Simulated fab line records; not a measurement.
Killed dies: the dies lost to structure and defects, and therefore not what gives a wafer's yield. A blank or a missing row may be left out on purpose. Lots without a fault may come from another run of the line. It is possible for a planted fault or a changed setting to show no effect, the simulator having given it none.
One fault seen from 2 desks / flow gf180mcu / what lay behind the numbers comes last; until then each desk has only its own

DESK OF THE TOOL OWNER: pvd_sputter-02
The tool's own readings at GF_TOP_METAL_SPUTTER_04 (material TiN, target thk 25 nm, time 20.8 s): means of the sampled wafers that have a number, for each lot that ran on this tool. Any lot whose mean is over 4 standard deviations away from the usual mean is out of limits and marked OUT; that distance is given in the brackets.
Columns: A = chamber_pressure_pa at GF_TOP_METAL_SPUTTER_04, usual 0.4001 Pa; B = throttle_valve_pct at GF_TOP_METAL_SPUTTER_04, usual 30.4 %
lot=L415; first seen here=day 31 02:15; A=0.4001; B=30.9
This desk's finding: nothing out of limits on the one lot.

AT THE METROLOGY DESK
What the gauges read for every lot (on any tool): the sampled wafers with a number, averaged. Any lot whose mean is over 4 standard deviations away from the usual mean is out of limits and marked OUT; that distance is given in the brackets.
Columns: A = PASSIVATION_CVD_00_THK at GF_PASSIVATION_THK_MEAS_01, usual 998 nm
lot=L403; first seen here=day 28 04:54; A=985
lot=L404; first seen here=day 28 13:10; A=1003
lot=L407; first seen here=day 29 08:21; A=1004
lot=L409; first seen here=day 30 01:53; A=1009
lot=L415; first seen here=day 31 20:32; A=990
lot=L416; first seen here=day 31 20:50; A=1000
lot=L417; first seen here=day 32 11:30; A=990
lot=L418; first seen here=day 32 16:12; A=989
lot=L420; first seen here=day 32 21:26; A=1001
lot=L421; first seen here=day 33 01:11; A=987
lot=L422; first seen here=day 33 09:29; A=989
lot=L423; first seen here=day 33 15:08; A=1000
lot=L424; first seen here=day 33 19:25; A=1006
This desk's verdict: no lot among the 13 shows anything out of limits.

ALL TOGETHER
The desk of the tool owner found nothing out of limits.
From the metrology desk's view, nothing was out of limits.

WHAT THE SIMULATOR HAD INSERTED
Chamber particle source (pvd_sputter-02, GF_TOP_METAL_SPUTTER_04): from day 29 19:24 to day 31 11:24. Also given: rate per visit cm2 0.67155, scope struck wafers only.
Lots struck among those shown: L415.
